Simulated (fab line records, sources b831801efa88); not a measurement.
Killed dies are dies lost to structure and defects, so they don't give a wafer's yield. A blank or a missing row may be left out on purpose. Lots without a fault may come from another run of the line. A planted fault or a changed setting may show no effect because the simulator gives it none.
Tool commonality check | flow gf180mcu | 15 lots, 45 wafers sampled

WHY IT WAS OPENED
At GF_M3_RS_MEAS_05 the reading M3_ALCU_RS is flagged on 3 of 15 lots. Wafers without a fault read 0.0692 ohm/sq, standard deviation 0.00071.
Rule: a lot is flagged when every wafer of it that has a number lies more than 4 standard deviations from that mean, or none has a number. The other lots count as sound.

lot  | measured     | on            | M3_ALCU_RS (ohm/sq), wafer by wafer | flag
L943 | day 20 00:44 | film_metro-04 | 0.0681 0.0687 0.0681                |
L944 | day 20 12:56 | film_metro-03 | 0.0693 0.0698 0.0693                |
L945 | day 21 01:11 | film_metro-03 | 0.0698 0.0689 0.0699                |
L947 | day 21 19:47 | film_metro-03 | 0.0684 0.0682 0.0684                |
L950 | day 23 01:01 | film_metro-03 | 0.0689 0.0693 0.0687                |
L951 | day 23 07:08 | film_metro-02 | 0.0685 0.0684 0.0682                |
L956 | day 25 01:45 | film_metro-04 | 7.1634 7.1848 7.1360                | FLAGGED
L957 | day 25 07:15 | film_metro-04 | 7.0791 7.0900 7.0426                | FLAGGED
L958 | day 25 22:38 | film_metro-03 | 7.1556 7.1750 7.1661                | FLAGGED
L960 | day 26 14:47 | film_metro-02 | 0.0699 0.0691 0.0699                |
L962 | day 26 22:58 | film_metro-03 | 0.0691 0.0694 0.0699                |
L963 | day 27 06:30 | film_metro-03 | 0.0697 0.0701 0.0702                |
L964 | day 27 14:29 | film_metro-02 | 0.0689 0.0688 0.0691                |
L965 | day 27 22:46 | film_metro-02 | 0.0696 0.0699 0.0701                |
L966 | day 28 06:25 | film_metro-03 | 0.0711 0.0705 0.0707                |
The numbers of the flagged lots are 7.1325 ohm/sq on average: +7.0633 ohm/sq against the usual, or +99 or more standard deviations.

WHICH TOOL RAN EACH LOT
The record holds 2 process steps before the reading, out of a route of 602 steps. In each cell: the tool, then ch and the chambers that the sampled wafers went through, then the start.
lot  | flag    | GF_V1_STRIP_18                       | GF_M3_SPUTTER_02
L943 |         | plasma_asher-03 ch 0,1, day 17 19:54 | pvd_sputter-04, day 20 00:38
L944 |         | plasma_asher-03 ch 0,1, day 18 07:18 | pvd_sputter-02, day 20 12:49
L945 |         | plasma_asher-04 ch 0,1, day 18 19:06 | pvd_sputter-03, day 21 01:05
L947 |         | plasma_asher-04 ch 0,1, day 19 14:30 | pvd_sputter-02, day 21 19:42
L950 |         | plasma_asher-02 ch 0,1, day 20 21:00 | pvd_sputter-04, day 23 00:54
L951 |         | plasma_asher-02 ch 1, day 21 03:42   | pvd_sputter-04, day 23 07:02
L956 | FLAGGED | plasma_asher-02 ch 0,1, day 23 00:50 | pvd_sputter-04, day 25 01:40
L957 | FLAGGED | plasma_asher-03 ch 0,1, day 23 07:03 | pvd_sputter-03, day 25 07:10
L958 | FLAGGED | plasma_asher-03 ch 0,1, day 23 21:45 | pvd_sputter-03, day 25 22:32
L960 |         | plasma_asher-02 ch 0,1, day 24 15:42 | pvd_sputter-04, day 26 14:41
L962 |         | plasma_asher-04 ch 0, day 25 00:44   | pvd_sputter-02, day 26 22:52
L963 |         | plasma_asher-04 ch 0,1, day 25 08:39 | pvd_sputter-04, day 27 06:23
L964 |         | plasma_asher-03 ch 0,1, day 25 16:20 | pvd_sputter-02, day 27 14:21
L965 |         | plasma_asher-03 ch 1, day 26 01:06   | pvd_sputter-03, day 27 22:40
L966 |         | plasma_asher-03 ch 0,1, day 26 08:11 | pvd_sputter-04, day 28 06:20
What these steps do:
- GF_V1_STRIP_18: strips in O2/N2.
- GF_M3_SPUTTER_02: material AlCu, target thk 450 nm, time 23.9 s.
- GF_M3_RS_MEAS_05: measures by four-point-probe.

FLAGGED OVER TOTAL, TOOL BY TOOL (the gauges that took the reading come last)
step             | tool            | lots run | flagged | share of the flagged lots | sound lots run after its first flagged lot
GF_V1_STRIP_18   | plasma_asher-02 | 4        | 1       | some                      | 1 (L960)
GF_V1_STRIP_18   | plasma_asher-03 | 7        | 2       | some                      | 3 (L964,L965,L966)
GF_V1_STRIP_18   | plasma_asher-04 | 4        | 0       | none                      | -
GF_M3_SPUTTER_02 | pvd_sputter-02  | 4        | 0       | none                      | -
GF_M3_SPUTTER_02 | pvd_sputter-03  | 4        | 2       | some                      | 1 (L965)
GF_M3_SPUTTER_02 | pvd_sputter-04  | 7        | 1       | some                      | 3 (L960,L963,L966)
GF_M3_RS_MEAS_05 | film_metro-02   | 4        | 0       | none                      | -
GF_M3_RS_MEAS_05 | film_metro-03   | 8        | 1       | some                      | 3 (L962,L963,L966)
GF_M3_RS_MEAS_05 | film_metro-04   | 3        | 2       | some                      | 0

WHAT THE TABLE ALLOWS
No row of the table ran every flagged lot.

WHAT THE SIMULATOR HAD PUT IN
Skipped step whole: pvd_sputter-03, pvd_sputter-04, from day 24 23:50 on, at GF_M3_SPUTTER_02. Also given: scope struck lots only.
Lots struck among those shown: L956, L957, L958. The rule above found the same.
